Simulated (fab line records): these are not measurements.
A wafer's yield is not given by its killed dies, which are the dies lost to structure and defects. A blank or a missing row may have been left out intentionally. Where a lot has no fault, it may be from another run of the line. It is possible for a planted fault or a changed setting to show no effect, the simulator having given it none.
fab line records | flow gf180mcu | part 2 of 2: steps 26 to 35 of 35
[record] lots = 5 | wafers = 15 | last-day = 33
route steps=602 shown VT_IMPLANT@90
lots with no fault: from the same line, run without faults
start-h: start of the lot's first displayed wafer, in hours after the record's first day | wait-h: how many hours have passed since the lot's step before this one | " same as the row above | L1.1+2: a row that stands for several wafers | - either no value or no given start | * or withheld: withheld | < > ~ a bound
route shown NAME@n: NAME is a module with steps in the file, n the number in the route of the first one | usual: mean and standard deviation over wafers with no fault | same: alike in all rows | chamber/n: place in a boat | sites: readings site by site | _std_site: the values' standard deviation | _edge_site: inner sites' mean taken away from outer sites' mean | radius-mm: how far each site lies from the wafer's centre | mask NAME#n: copy n | behind: tool/chamber where the wafer was last shaped | hold: the reason the lot was held/the length of the hold in hours/how it ended | device: transistor that didn't switch, given as n, p or np | end of line: the tests these same wafers got at the end of their route | a step given without rows: its recipe and nothing more | killed: the dies lost at the first sort to structure and to defects; this is not the yield of the wafer | map: shows each die of a wafer: x if killed, . if not, _ if none is there
set.NAME: the setting as run; set.NAME@STEP: as run at that earlier step | model.NAME: the simulator's own value behind a step, which no gauge read
a table for each step, a row for each wafer; lots at some steps of the route
services: a tool's chamber out of use, with start hour (start-h, from the record's first day; less than 0 if before it), hours out, and reason
[[steps]]
[step GF_VT_IMPLANT_SOFTBAKE_25]
[recipe] temp-c = 90 | time-s = 60 | resist = NOVOLAK
[usual] exhaust-pa = 45.0/0.88 | plate-temp-C = 90.00/0.14
lot.wafer | tool           | chamber | start-h | wait-h | exhaust-pa | plate-temp-C
L074.2    | litho-track-03 | 0       | 145.91  | 0.1    | 45.9       | 89.81
L074.4    | "              | 0       | "       | "      | 45.5       | 89.80
L074.5    | "              | 0       | "       | "      | 46.6       | 89.84
L081.4    | litho-track-04 | 0       | 179.38  | 0.1    | 44.7       | 90.01
L081.5    | "              | 0       | "       | "      | 45.5       | 90.04
L081.6    | "              | 0       | "       | "      | 44.9       | 89.99
L082.1    | litho-track-04 | 0       | 181.00  | 0.1    | 45.0       | 90.01
L082.2    | "              | 0       | "       | "      | 45.0       | 90.11
L082.5    | "              | 0       | "       | "      | 45.3       | 89.80
L089.1    | litho-track-04 | 0       | 232.55  | 0.1    | 45.4       | 90.23
L089.2    | "              | 0       | "       | "      | 43.9       | 89.97
L089.3    | "              | 0       | "       | "      | 43.7       | 90.13
L093.3    | litho-track-01 | 0       | 267.74  | 0.1    | 45.4       | 90.13
L093.5    | "              | 0       | "       | "      | 45.4       | 89.99
L093.6    | "              | 0       | "       | "      | 45.2       | 89.87
[step GF_VT_IMPLANT_EXPOSE_26]
[recipe] mask-id = LVPWELL_HV_AREA | target-cd-nm = 860 | na = 0.6 | source-shape = conventional | sigma-outer = 0.6 | dose-mj = 140
lot.wafer  | tool             | chamber | start-h | wait-h | mask
L074.2+4+5 | iline-stepper-02 | 0       | -       | -      | LVPWELL_HV_AREA#0
L081.4+5+6 | iline-stepper-02 | 0       | -       | -      | LVPWELL_HV_AREA#0
L082.1+2+5 | iline-stepper-02 | 0       | -       | -      | LVPWELL_HV_AREA#0
L089.1+2+3 | iline-stepper-02 | 0       | -       | -      | LVPWELL_HV_AREA#0
L093.3+5+6 | iline-stepper-02 | 0       | -       | -      | LVPWELL_HV_AREA#0
[step GF_VT_IMPLANT_PEB_27]
[recipe] temp-c = withheld | time-s = * | resist = NOVOLAK
[usual] exhaust-pa = 44.8/0.98
lot.wafer | tool           | chamber | start-h | wait-h | exhaust-pa
L074.2    | litho-track-03 | 0       | -       | -      | 45.0
L074.4    | "              | 0       | "       | "      | 43.7
L074.5    | "              | 0       | "       | "      | 43.9
L081.4    | litho-track-01 | 0       | -       | -      | 46.3
L081.5    | "              | 0       | "       | "      | 46.5
L081.6    | "              | 0       | "       | "      | 44.8
L082.1    | litho-track-01 | 0       | -       | -      | 45.1
L082.2    | "              | 0       | "       | "      | 45.4
L082.5    | "              | 0       | "       | "      | 43.9
L089.1    | litho-track-04 | 0       | -       | -      | 44.8
L089.2    | "              | 0       | "       | "      | 45.0
L089.3    | "              | 0       | "       | "      | 46.0
L093.3    | litho-track-03 | 0       | -       | -      | 44.5
L093.5    | "              | 0       | "       | "      | 45.9
L093.6    | "              | 0       | "       | "      | 45.0
[step GF_VT_IMPLANT_DEVELOP_28]
[recipe] develop-time-s = 60 | dev-temp-c = 23
[usual] exhaust-pa = 45.1/0.92
lot.wafer | tool           | chamber | start-h | wait-h | exhaust-pa
L074.2    | litho-track-03 | 0       | 153.11  | 0.1    | 45.9
L074.4    | "              | 0       | "       | "      | 45.7
L074.5    | "              | 0       | "       | "      | 45.8
L081.4    | litho-track-01 | 0       | 187.51  | 0.1    | 44.4
L081.5    | "              | 0       | "       | "      | 46.2
L081.6    | "              | 0       | "       | "      | 46.2
L082.1    | litho-track-01 | 0       | 188.64  | 0.1    | 44.0
L082.2    | "              | 0       | "       | "      | 43.9
L082.5    | "              | 0       | "       | "      | 44.6
L089.1    | litho-track-04 | 0       | 241.40  | 0.1    | 45.7
L089.2    | "              | 0       | "       | "      | 44.6
L089.3    | "              | 0       | "       | "      | 45.5
L093.3    | litho-track-03 | 0       | 276.88  | 0.1    | 44.8
L093.5    | "              | 0       | "       | "      | 45.1
L093.6    | "              | 0       | "       | "      | 45.6
[step GF_VT_IMPLANT_OVL_MEAS_29]
[usual] VT_IMPLANT_02_OVL = 0.3/1.5
lot.wafer | tool       | chamber | start-h | wait-h | VT_IMPLANT_02_OVL[nm]
L074.2    | overlay-02 | -       | 153.24  | 0.1    | -1.2
L074.4    | "          | -       | "       | "      | -0.7
L074.5    | "          | -       | "       | "      | -0.4
L081.4    | overlay-01 | -       | 187.61  | 0.1    | 0.2
L081.5    | "          | -       | "       | "      | -0.8
L081.6    | "          | -       | "       | "      | 1.1
L082.1    | overlay-01 | -       | 188.79  | 0.1    | 0.3
L082.2    | "          | -       | "       | "      | 2.6
L082.5    | "          | -       | "       | "      | 3.2
L089.1    | overlay-02 | -       | 241.55  | 0.1    | -0.4
L089.2    | "          | -       | "       | "      | 0.2
L089.3    | "          | -       | "       | "      | 0.1
L093.3    | overlay-01 | -       | 276.99  | 0.1    | -0.4
L093.5    | "          | -       | "       | "      | 0.0
L093.6    | "          | -       | "       | "      | -0.7
[step GF_VT_IMPLANT_IMPLANT_30]
[recipe] species = B | energy-kev = 25 | dose-cm2 = 2.534e+12 | tilt-deg = 7
lot.wafer  | tool         | chamber | start-h | wait-h
L074.2+4+5 | implanter-04 | 0       | 153.30  | 0.0
L081.4+5+6 | implanter-04 | 0       | 187.70  | 0.1
L082.1+2+5 | implanter-01 | 0       | 188.83  | 0.0
L089.1+2+3 | implanter-01 | 0       | 241.59  | 0.0
L093.3+5+6 | implanter-02 | 0       | 277.07  | 0.1
[step GF_VT_IMPLANT_STRIP_31]
[recipe] chemistry = O2/N2 | power-w = 1400 | pressure-mtorr = 1500 | platen-temp-c = 250 | o2-flow-sccm = 3000 | n2-flow-sccm = 300 | overash-fraction = 0.5
[usual] drypump-motor-current-A = 5.61/0.25 | heater-power-w = 323/33 | oes-product-au = 0.715/0.0046 | strip-time-to-endpoint-s = 12.63/0.033
[same] overash-fraction = 0.5
lot.wafer | tool            | chamber | start-h | wait-h | drypump-motor-current-A | heater-power-w | oes-product-au | rf-hours-counter-h | strip-time-to-endpoint-s
L074.2    | plasma-asher-02 | 1       | 153.42  | 0.1    | 5.77                    | 321            | 0.717          | 52                 | 12.60
L074.4    | "               | 1       | "       | "      | 5.77                    | 318            | 0.710          | -                  | 12.60
L074.5    | "               | 0       | "       | "      | 5.21                    | 315            | 0.718          | -                  | 12.61
L081.4    | plasma-asher-02 | 1       | 187.81  | 0.1    | 5.75                    | 325            | 0.711          | -                  | 12.64
L081.5    | "               | 1       | "       | "      | 5.75                    | 327            | 0.713          | -                  | 12.63
L081.6    | "               | 0       | "       | "      | 5.23                    | 297            | 0.714          | -                  | 12.64
L082.1    | plasma-asher-04 | 1       | 188.98  | 0.1    | 5.73                    | 402            | 0.717          | 7                  | 12.66
L082.2    | "               | 0       | "       | "      | 5.65                    | 307            | 0.711          | 7                  | 12.63
L082.5    | "               | 1       | "       | "      | 5.73                    | 405            | 0.715          | -                  | 12.64
L089.1    | plasma-asher-01 | 1       | 241.74  | 0.1    | 5.53                    | 311            | 0.721          | 62                 | 12.66
L089.2    | "               | 0       | "       | "      | 5.94                    | 287            | 0.720          | 62                 | 12.68
L089.3    | "               | 0       | "       | "      | 5.98                    | 289            | 0.714          | -                  | 12.69
L093.3    | plasma-asher-02 | 1       | 277.20  | 0.1    | 5.75                    | 322            | 0.719          | -                  | 12.58
L093.5    | "               | 1       | "       | "      | 5.77                    | 336            | 0.716          | -                  | 12.55
L093.6    | "               | 0       | "       | "      | 5.22                    | 308            | 0.718          | -                  | 12.56
[step GF_VT_IMPLANT_TW_MEAS_32]
[usual] VT_IMPLANT_3_TW = 264.5/2.1
lot.wafer | tool          | chamber | start-h | wait-h | VT_IMPLANT_3_TW
L074.2    | film-metro-04 | -       | 153.53  | 0.1    | 265.0
L074.4    | "             | -       | "       | "      | 265.6
L074.5    | "             | -       | "       | "      | 264.1
L081.4    | film-metro-04 | -       | 187.91  | 0.1    | 266.1
L081.5    | "             | -       | "       | "      | 264.7
L081.6    | "             | -       | "       | "      | 265.2
L082.1    | film-metro-04 | -       | 189.08  | 0.1    | 265.8
L082.2    | "             | -       | "       | "      | 265.6
L082.5    | "             | -       | "       | "      | 264.9
L089.1    | film-metro-01 | -       | 241.84  | 0.1    | 264.7
L089.2    | "             | -       | "       | "      | 263.5
L089.3    | "             | -       | "       | "      | 263.9
L093.3    | film-metro-01 | -       | 277.29  | 0.1    | 266.5
L093.5    | "             | -       | "       | "      | 265.1
L093.6    | "             | -       | "       | "      | 265.6
[step GF_VT_IMPLANT_DEHYDRATE_33]
[recipe] temp-c = 200 | time-s = 60
[usual] exhaust-pa = 45.2/0.93 | plate-temp-C = 199.97/0.16
lot.wafer | tool           | chamber | start-h | wait-h | exhaust-pa | plate-temp-C
L074.2    | litho-track-04 | 0       | 160.53  | 7.0    | 46.9       | 199.71
L074.4    | "              | 0       | "       | "      | 45.9       | 199.81
L074.5    | "              | 0       | "       | "      | 45.9       | 199.57
L081.4    | litho-track-01 | 0       | 195.61  | 7.7    | 45.6       | 200.37
L081.5    | "              | 0       | "       | "      | 45.4       | 200.38
L081.6    | "              | 0       | "       | "      | 45.9       | 200.15
L082.1    | litho-track-04 | 0       | 196.85  | 7.8    | 45.0       | 199.96
L082.2    | "              | 0       | "       | "      | 43.2       | 200.11
L082.5    | "              | 0       | "       | "      | 44.0       | 200.05
L089.1    | litho-track-04 | 0       | 250.50  | 8.7    | 45.1       | 200.08
L089.2    | "              | 0       | "       | "      | 44.1       | 199.94
L089.3    | "              | 0       | "       | "      | 46.3       | 199.85
L093.3    | litho-track-03 | 0       | 286.88  | 9.6    | 46.7       | 200.15
L093.5    | "              | 0       | "       | "      | 44.9       | 199.91
L093.6    | "              | 0       | "       | "      | 45.5       | 200.15
[step GF_VT_IMPLANT_HMDS_34]
[recipe] prime-time-s = 60 | prime-temp-c = 120
[usual] exhaust-pa = 45.1/0.95 | prime-temp-c = 119.99/0.13
lot.wafer | tool           | chamber | start-h | wait-h | exhaust-pa | prime-temp-c
L074.2    | litho-track-04 | 0       | 160.68  | 0.1    | 44.7       | 119.96
L074.4    | "              | 0       | "       | "      | 44.6       | 120.00
L074.5    | "              | 0       | "       | "      | 44.6       | 119.93
L081.4    | litho-track-01 | 0       | 195.76  | 0.1    | 44.4       | 119.98
L081.5    | "              | 0       | "       | "      | 44.5       | 120.10
L081.6    | "              | 0       | "       | "      | 44.1       | 119.96
L082.1    | litho-track-04 | 0       | 197.00  | 0.1    | 44.0       | 119.88
L082.2    | "              | 0       | "       | "      | 46.5       | 120.05
L082.5    | "              | 0       | "       | "      | 45.4       | 119.76
L089.1    | litho-track-04 | 0       | 250.65  | 0.1    | 44.3       | 119.98
L089.2    | "              | 0       | "       | "      | 45.7       | 119.89
L089.3    | "              | 0       | "       | "      | 45.9       | 120.13
L093.3    | litho-track-03 | 0       | 287.03  | 0.1    | 45.8       | 120.04
L093.5    | "              | 0       | "       | "      | 45.2       | 119.96
L093.6    | "              | 0       | "       | "      | 45.1       | 120.00
[[services]]
tool             | chamber | start-h | hours | kind
implanter-04     | -       | 102.98  | 6.1   | pm
plasma-asher-02  | -       | 103.24  | 0.4   | repair
plasma-asher-04  | -       | 108.75  | 9.0   | pm
plasma-asher-04  | 0       | 108.75  | 9.0   | vent-cycle
plasma-asher-04  | 1       | 108.75  | 9.0   | vent-cycle
plasma-asher-02  | -       | 109.04  | 2.8   | pm
implanter-04     | -       | 116.14  | 0.6   | repair
plasma-asher-04  | 0       | 117.75  | -     | clean
plasma-asher-04  | 1       | 117.75  | -     | clean
litho-track-03   | -       | 134.45  | -     | consumable-replace:filter
iline-stepper-01 | -       | 145.54  | 4.4   | pm
iline-stepper-01 | -       | 158.30  | 14.0  | repair
plasma-asher-04  | -       | 162.30  | 2.8   | pm
implanter-02     | -       | 186.55  | 6.4   | pm
implanter-04     | -       | 215.81  | 2.1   | repair
iline-stepper-01 | 0       | 221.67  | -     | calibration
implanter-02     | -       | 224.31  | 6.0   | repair
plasma-asher-04  | -       | 234.54  | 15.6  | pm
iline-stepper-02 | -       | 244.56  | 4.3   | pm
litho-track-04   | -       | 258.60  | -     | consumable-replace:filter
implanter-01     | -       | 263.51  | 1.3   | repair
iline-stepper-01 | -       | 264.96  | 1.7   | pm
iline-stepper-02 | 0       | 270.64  | -     | calibration
